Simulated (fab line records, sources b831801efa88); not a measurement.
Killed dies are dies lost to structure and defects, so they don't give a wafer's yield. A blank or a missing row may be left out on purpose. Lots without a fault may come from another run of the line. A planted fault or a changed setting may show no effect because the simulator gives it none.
Chamber matching | flow sky130 | SKY_VIA4_ETCH_12 on rie_diel-04: 4 sister chambers
The step etches SiO2 in C4F8/O2/Ar, stops on TiN, target depth 580 nm. 8 wafers are shown with their chamber, then 9 later ones without.

WAFERS WITH THEIR CHAMBER
wafer  | chamber | chamber_pressure_mTorr (mTorr) | oes_product_au (a.u.)
L077.1 | 1       | 40.09                          | 0.924
L079.3 | 3       | 40.01                          | 0.927
L079.6 | 1       | 40.02                          | 0.927
L081.1 | 0       | 39.97                          | 0.923
L081.6 | 2       | 39.93                          | 0.928
L082.1 | 3       | 39.99                          | 0.915
L082.3 | 0       | 40.01                          | 0.925
L082.6 | 2       | 40.05                          | 0.933

WAFERS WITHOUT THEIR CHAMBER
wafer  | chamber_pressure_mTorr (mTorr) | oes_product_au (a.u.)
L084.3 | 39.99                          | 0.935
L084.4 | 40.01                          | 0.919
L084.6 | 40.01                          | 0.927
L091.2 | 39.96                          | 0.932
L091.4 | 39.97                          | 0.924
L091.6 | 40.05                          | 0.927
L093.1 | 40.06                          | 0.934
L093.3 | 40.01                          | 0.920
L093.5 | 39.93                          | 0.923

WHICH CHAMBER EACH WENT THROUGH
wafer  | from the rows above               | in truth
L084.3 | can't be placed: 2 or 0 or 1 or 3 | 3
L084.4 | can't be placed: 3 or 0 or 1 or 2 | 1
L084.6 | can't be placed: 0 or 2 or 1 or 3 | 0
L091.2 | can't be placed: 2 or 0 or 1 or 3 | 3
L091.4 | can't be placed: 0 or 3 or 2 or 1 | 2
L091.6 | can't be placed: 1 or 0 or 2 or 3 | 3
L093.1 | can't be placed: 2 or 1 or 0 or 3 | 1
L093.3 | can't be placed: 3 or 0 or 1 or 2 | 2
L093.5 | can't be placed: 0 or 3 or 2 or 1 | 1
Placed correctly: 0 of 9. Can't be placed from these rows: 9 (the true chamber is among the candidates in 9). Placed wrongly: 0.
How it was worked out, from the rows above alone: a wafer's distance from a chamber is the root of the sum, over the readings, of the square of ((its reading less the chamber's mean) divided by the reading's scatter). The wafer belongs to the nearest chamber; if the next one is less than 2 further off, it can't be placed. A chamber's mean is the mean of its shown wafers. The scatter: the root of (the sum of the squares of (reading less its chamber's mean) over the shown wafers, divided by (wafers less chambers)).
